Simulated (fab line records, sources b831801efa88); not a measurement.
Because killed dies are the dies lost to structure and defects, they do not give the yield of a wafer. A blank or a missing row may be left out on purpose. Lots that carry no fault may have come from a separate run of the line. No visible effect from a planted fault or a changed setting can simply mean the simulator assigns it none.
Which tool was responsible? | flow sfq_line | 42 wafers from 14 lots sampled at 4 of the route's 325 steps

== WHAT THE GAUGES READ, wafer by wafer ==
SFQ_R5_RS_MEAS_933: measurement is done with a four-point probe.
lot  | measured     | on            | R5_MONX_RS (ohm/sq)
L140 | day 48 04:55 | film_metro-02 | 7.15 7.17 7.08
L143 | day 49 13:55 | film_metro-02 | 7.15 7.11 7.17
L144 | day 49 21:47 | film_metro-03 | 7.16 7.15 7.13
L145 | day 50 02:01 | film_metro-03 | 6.45 6.44 6.43
L146 | day 50 05:07 | film_metro-02 | 7.01 7.00 7.02
L147 | day 50 11:04 | film_metro-03 | 6.55 6.61 6.59
L155 | day 54 21:02 | film_metro-03 | 7.01 7.07 7.12
L156 | day 57 06:35 | film_metro-03 | 6.98 6.99 6.99
L157 | day 57 19:27 | film_metro-03 | 7.13 7.07 7.07
L158 | day 58 04:14 | film_metro-03 | 7.12 7.07 7.13
L160 | day 59 10:11 | film_metro-04 | 7.10 7.04 7.05
L161 | day 59 13:13 | film_metro-04 | 6.96 7.03 7.04
L162 | day 60 00:23 | film_metro-03 | 6.96 6.92 6.94
L163 | day 60 01:11 | film_metro-04 | 7.09 7.01 7.02

SFQ_R5_THK_MEAS_934: measures by xrf.
lot  | measured     | on            | R5_MONX_THK (nm)
L140 | day 48 05:01 | film_metro-02 | 39.4 39.2 39.5
L143 | day 49 14:01 | film_metro-02 | 38.9 38.9 38.6
L144 | day 49 21:52 | film_metro-03 | 38.8 39.0 39.1
L145 | day 50 02:07 | film_metro-03 | 43.6 43.9 43.8
L146 | day 50 05:13 | film_metro-02 | 40.0 39.9 40.0
L147 | day 50 11:11 | film_metro-03 | 43.1 42.6 42.9
L155 | day 54 21:08 | film_metro-03 | 40.6 39.9 39.8
L156 | day 57 06:43 | film_metro-03 | 40.5 40.1 40.0
L157 | day 57 19:34 | film_metro-03 | 39.4 39.7 39.8
L158 | day 58 04:20 | film_metro-03 | 39.7 39.8 39.6
L160 | day 59 10:19 | film_metro-04 | 39.5 39.8 40.0
L161 | day 59 13:19 | film_metro-04 | 40.2 39.9 40.0
L162 | day 60 00:30 | film_metro-03 | 40.5 40.6 40.7
L163 | day 60 01:19 | film_metro-04 | 39.8 39.9 39.8

== WHICH TOOL RAN EACH LOT (tool, then ch and the chambers of the sampled wafers, then the start) ==
lot  | SFQ_TRILAYER_I4_METRO_MEASURE_101 | SFQ_TRILAYER_R5_DEP_SPUTTER_133
L140 | film_metro-02, day 33 05:37       | pvd_sputter-04, day 48 04:49
L143 | film_metro-02, day 34 19:47       | pvd_sputter-03, day 49 13:49
L144 | film_metro-03, day 35 07:19       | pvd_sputter-03, day 49 21:38
L145 | film_metro-03, day 35 16:47       | pvd_sputter-03, day 50 01:55
L146 | film_metro-03, day 36 07:59       | pvd_sputter-06, day 50 05:00
L147 | film_metro-02, day 36 20:29       | pvd_sputter-03, day 50 11:00
L155 | film_metro-03, day 44 09:26       | pvd_sputter-04, day 54 20:55
L156 | film_metro-03, day 45 00:02       | pvd_sputter-06, day 57 06:31
L157 | film_metro-03, day 45 14:13       | pvd_sputter-03, day 57 19:22
L158 | film_metro-03, day 45 18:43       | pvd_sputter-06, day 58 04:07
L160 | film_metro-03, day 47 03:43       | pvd_sputter-06, day 59 10:07
L161 | film_metro-02, day 47 10:22       | pvd_sputter-04, day 59 13:07
L162 | film_metro-02, day 47 22:22       | pvd_sputter-04, day 60 00:17
L163 | film_metro-01, day 48 00:43       | pvd_sputter-03, day 60 01:07
- SFQ_TRILAYER_I4_METRO_MEASURE_101
- SFQ_TRILAYER_R5_DEP_SPUTTER_133: material MoNx, target thk 40 nm, time 66.7 s.

== AS READ BY THE TOOLS THEMSELVES (means over the sampled wafers that have a number; for cases with no such wafer, the mark the record gives instead) ==
SFQ_TRILAYER_I4_METRO_MEASURE_101.
lot  | tool          | thk_nm (nm)
L140 | film_metro-02 | 199.4
L143 | film_metro-02 | 199.8
L144 | film_metro-03 | 197.7
L145 | film_metro-03 | 199.9
L146 | film_metro-03 | 200.8
L147 | film_metro-02 | 199.0
L155 | film_metro-03 | 202.6
L156 | film_metro-03 | 201.5
L157 | film_metro-03 | 200.7
L158 | film_metro-03 | 200.7
L160 | film_metro-03 | 199.1
L161 | film_metro-02 | 200.1
L162 | film_metro-02 | 199.9
L163 | film_metro-01 | 200.6

SFQ_TRILAYER_R5_DEP_SPUTTER_133.
lot  | tool           | cathode_dc_power_W (W) | throttle_valve_pct (%)
L140 | pvd_sputter-04 | 999.98                 | 31.3
L143 | pvd_sputter-03 | 1000.00                | 30.8
L144 | pvd_sputter-03 | 999.93                 | 31.3
L145 | pvd_sputter-03 | 1099.17                | 30.5
L146 | pvd_sputter-06 | 1000.00                | 30.4
L147 | pvd_sputter-03 | 1099.40                | 30.8
L155 | pvd_sputter-04 | 1000.10                | 30.4
L156 | pvd_sputter-06 | 1000.11                | 30.7
L157 | pvd_sputter-03 | 999.85                 | 30.6
L158 | pvd_sputter-06 | 1000.03                | 30.6
L160 | pvd_sputter-06 | 999.98                 | 31.6
L161 | pvd_sputter-04 | 1000.10                | 31.4
L162 | pvd_sputter-04 | 1000.09                | 31.0
L163 | pvd_sputter-03 | 999.91                 | 30.1

== THE ANSWER, worked out from the rows above alone ==
Rule: what is usual is taken from the lots themselves. The widest of any qualifying gaps counts: lots, ordered by their means at a reading, are off when they make up no more than a third of the lots, leave a main group of 4 or more, and stand apart from it by 3 or more times the standard deviation of that group's means. The tables above print the reading to a certain number of digits; a main group whose means all agree to those digits is not used. Also off: a lot with no number at a reading for which 4 or more lots have one. Where the step has rows for the other lots, those lots are counted as sound. After the gauges, taken in route order, come the tools' own readings; for these a lot's mean is taken, as printed above. The first step at which some lot is off is used, and at that step the reading that is off furthest; a lot without a number counts as furthest.
Off: L145, L147, at SFQ_R5_RS_MEAS_933 (R5_MONX_RS). The main group: mean 7.06 ohm/sq, standard deviation 0.063.
A tool fits if, at a process step before that reading, it ran every lot that is off, and no sound lot after the first of them. Not tried: the gauges at SFQ_R5_RS_MEAS_933; whatever is off there is also off at SFQ_TRILAYER_R5_DEP_SPUTTER_133, on other tools, and gauge error can't account for it. Not one of the candidates tried fits.

== WHAT HAD BEEN PUT IN BY THE SIMULATOR ==
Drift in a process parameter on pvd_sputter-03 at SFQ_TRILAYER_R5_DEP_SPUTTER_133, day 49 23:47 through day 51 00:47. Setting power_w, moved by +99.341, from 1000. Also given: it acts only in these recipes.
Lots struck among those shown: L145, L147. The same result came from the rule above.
